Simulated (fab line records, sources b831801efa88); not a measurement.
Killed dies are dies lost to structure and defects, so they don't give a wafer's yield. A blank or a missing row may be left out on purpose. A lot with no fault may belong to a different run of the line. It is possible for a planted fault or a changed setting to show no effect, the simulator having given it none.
Matching of chambers | flow gf180mcu | 4 sister chambers for GF_V4_ETCH_16 on rie diel-01
The step etches BARC in N2/H2. 4 wafers are shown with their chamber, then 7 later ones without.

EACH WAFER AND ITS CHAMBER
wafer  | chamber | oes product au (a.u.)
L318.1 | 0       | 0.863
L326.4 | 2       | 0.853
L326.6 | 3       | 0.850
L329.5 | 1       | 0.851

WAFERS WITH NO CHAMBER GIVEN
wafer  | oes product au (a.u.)
L329.6 | 0.851
L336.1 | 0.846
L336.4 | 0.852
L336.6 | 0.859
L339.4 | 0.858
L339.5 | 0.852
L339.6 | 0.852

WHICH CHAMBER EACH ONE RAN IN
wafer  | from the rows above               | in truth
L329.6 | can't be placed: 1 or 3 or 2      | 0
L336.1 | can't be placed: 3 or 1 or 2      | 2
L336.4 | can't be placed: 1 or 2 or 3      | 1
L336.6 | can't be placed: 0 or 2 or 1 or 3 | 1
L339.4 | can't be placed: 0 or 2 or 1 or 3 | 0
L339.5 | can't be placed: 1 or 2 or 3      | 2
L339.6 | can't be placed: 1 or 2 or 3      | 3
Correct placement for 0 of the 7. Cannot be placed on the basis of these rows: 7; the candidates contain the true chamber in 6. Placed wrongly: 0.
How it was worked out, from the rows above alone: a wafer's distance from a chamber is the root of the sum, over the readings, of the square of ((its reading less the chamber's mean) divided by the reading's scatter). The wafer belongs to the nearest chamber; if the next one is less than 2 further off, it can't be placed. For every chamber, the mean is computed from those of its wafers that are shown. The scatter (one wafer shown for each chamber): square how far every hidden wafer sits from the nearest shown wafer, average those squares and take the square root.
